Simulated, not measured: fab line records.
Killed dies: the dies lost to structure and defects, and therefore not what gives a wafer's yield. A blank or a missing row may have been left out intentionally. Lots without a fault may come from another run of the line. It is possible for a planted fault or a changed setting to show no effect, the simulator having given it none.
Comparing a struck lot with a sound one	flow gf180mcu	14 steps out of a route of 602
Sound: these wafers, L625.1, L625.2, L625.4. Wafers L618.2, L618.6 were the ones struck. The cause comes at the end.
For every step that has rows: the tool of each side, followed by ch and its chambers, followed by its first start. Under that, the readings that differ: sound wafers	struck wafers	difference of the means	sigmas: that difference in standard deviations of wafers without a fault.
alike: same words and numbers on both sides, and readings whose means sit less than 2 such deviations apart. not compared: any withheld reading, any reading some wafer has no value for, any bound like >300 that may hide the same value, and any number with overlapping values for which the record gives no deviation.
Wherever a step has rows on one side only, a row that says differs or no value, or a row with sigmas, the two part there. Numbers that don't overlap but have no deviation are shown without sigmas and don't part them. Lack of a reading on every wafer of one side parts them only where that side has two or more wafers.

GF_V2_ETCH_16: etches BARC in N2/H2.
  sound on rie_diel-02 ch 0,2,3, day 26 07:13; struck on rie_diel-04 ch 1,2, day 24 07:40
reading	sound	struck	difference	sigmas
rf_fwd_power_W (W)	495.4 492.0 494.1	499.1 497.6	+4.5	+2
  alike: drypump_motor_current_A, oes_product_au, throttle_valve_pct
then, 1 step without rows for these wafers: GF_V2_ETCH_17 (etches SiO2 in C4F8/O2/Ar, stops on TiN, target depth 630 nm).
GF_V2_STRIP_18: strips in O2/N2.
  sound on plasma_asher-03 ch 0,1, day 26 07:20; struck on plasma_asher-02 ch 0,1, day 24 07:47
reading	sound	struck	difference	sigmas
oes_product_au (a.u.)	0.585 0.581 0.590	0.594 0.600	+0.012	+2
  alike: drypump_motor_current_A, heater_power_w
  not compared: rf_hours_counter_h
then, 2 steps without rows for these wafers: GF_V2_STRIP_19 (strips in post etch residue remover, time 1200 s); GF_V2_CLEAN_20 (cleans in DIW).
GF_V2_SPUTTER_21: material Ti, target thk 15 nm, time 80.02 s.
  sound: pvd_sputter-04 at day 26 07:55; struck: pvd_sputter-01 at day 24 08:22
  alike: throttle_valve_pct
then, 2 steps without rows for these wafers: GF_V2_SPUTTER_22 (material TiN, target thk 10 nm, time 40 s); GF_V2_CVD_23 (deposits W, target thk 350 nm, time 104.94 s).
GF_V2_RS_MEAS_24: measures by four-point-probe.
  sound: film_metro-01 at day 26 08:10; struck: film_metro-03 at day 24 08:35
  alike: V2_W_RS
GF_V2_THK_MEAS_25: measures by xrf.
  sound: film_metro-01 at day 26 08:17; struck: film_metro-03 at day 24 08:42
  alike: V2_W_THK
then, 1 step without rows for these wafers: GF_V2_CMP_26 (polishes, stops on SiO2, t overpolish 15 s, target thk 0 nm).
GF_M3_SPUTTER_00: material Ti, target thk 37.5 nm, time 150 s.
  sound: pvd_sputter-02 at day 26 08:39; struck: pvd_sputter-03 at day 24 09:03
  alike: throttle_valve_pct
GF_M3_SPUTTER_01: material TiN, target thk 30 nm, time 25 s.
  sound: pvd_sputter-02 at day 26 08:45; struck: pvd_sputter-03 at day 24 09:10
reading	sound	struck	difference	sigmas
model.TiN_of_M3_SPUTTER_01.thk_nm (nm)	29.69 29.74 29.65	25.32 25.21	-4.43	
  alike: throttle_valve_pct
GF_M3_SPUTTER_02: material AlCu, target thk 450 nm, time 23.9 s.
  sound: pvd_sputter-02 at day 26 08:47; struck: pvd_sputter-03 at day 24 09:11
  alike: throttle_valve_pct

WHERE THEY PART
Earliest at GF_V2_ETCH_16; latest, in this record, at GF_V2_STRIP_18. Later steps at which nothing parts them and some readings are alike: GF_V2_SPUTTER_21, GF_V2_RS_MEAS_24, GF_V2_THK_MEAS_25, GF_M3_SPUTTER_00, GF_M3_SPUTTER_01, GF_M3_SPUTTER_02.

WHY: the cause the simulator had injected
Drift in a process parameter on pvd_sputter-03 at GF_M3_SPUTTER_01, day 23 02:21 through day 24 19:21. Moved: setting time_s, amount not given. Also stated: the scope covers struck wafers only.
